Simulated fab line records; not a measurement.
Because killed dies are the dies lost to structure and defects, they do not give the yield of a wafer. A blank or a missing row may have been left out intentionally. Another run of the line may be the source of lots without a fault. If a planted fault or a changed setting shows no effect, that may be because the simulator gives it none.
What tool caused it? + flow gf180mcu + 6 lots, 18 wafers sampled, at 2 steps of a route of 602

## WHAT THE GAUGES SHOWED, per wafer
GF_DUAL_GATE_THK_MEAS_03.
| lot  | measured     | on           | DUAL_GATE_OXIDATION_00_THK (nm) |
|------|--------------|--------------|---------------------------------|
| L920 | day 7 18:10  | filmMetro-03 | 10.70 10.97 11.05               |
| L923 | day 8 15:10  | filmMetro-01 | 10.47 10.56 10.80               |
| L928 | day 10 04:35 | filmMetro-01 | 12.18 12.06 11.96               |
| L935 | day 12 15:43 | filmMetro-01 | 10.69 10.65 10.67               |
| L938 | day 13 07:46 | filmMetro-02 | 10.39 10.59 10.49               |
| L941 | day 13 20:10 | filmMetro-03 | 10.99 10.99 11.04               |

## TOOL THAT RAN EACH LOT (tool first, then ch and the chambers of the sampled wafers, then the start)
| lot  | GF_DUAL_GATE_OXIDATION_02     |
|------|-------------------------------|
| L920 | furnace-01 ch 0, day 7 16:43  |
| L923 | furnace-01 ch 0, day 8 13:43  |
| L928 | furnace-02 ch 0, day 10 03:08 |
| L935 | furnace-01 ch 0, day 12 14:17 |
| L938 | furnace-01 ch 0, day 13 06:19 |
| L941 | furnace-02 ch 0, day 13 18:43 |
- GF_DUAL_GATE_OXIDATION_02: stabilise 600 s, purge 300 s, target thk 10.887 nm.

## THE ANSWER, worked out from the rows above alone
Rule: usual is defined by the lots themselves. The widest of any qualifying gaps counts: lots, ordered by their means at a reading, are off when they make up no more than a third of the lots, leave a main group of 4 or more, and stand apart from it by 3 or more times the standard deviation of that group's means. A main group is skipped when, at the precision printed for the reading in the tables above, its means are all equal. Also off: a lot with no number at a reading for which 4 or more lots have one. All remaining lots with rows at the step are treated as sound.
Off: L928, at GF_DUAL_GATE_THK_MEAS_03 (DUAL_GATE_OXIDATION_00_THK). The main group has a mean of 10.74 nm with a standard deviation of 0.19.
If a tool, at a process step before that reading, ran all the lots that are off and no sound lot after the first of them, it fits. Gauges at GF_DUAL_GATE_THK_MEAS_03: tried the same way as those tools. None of those tried fits.

## WHAT HAD BEEN PUT IN BY THE SIMULATOR
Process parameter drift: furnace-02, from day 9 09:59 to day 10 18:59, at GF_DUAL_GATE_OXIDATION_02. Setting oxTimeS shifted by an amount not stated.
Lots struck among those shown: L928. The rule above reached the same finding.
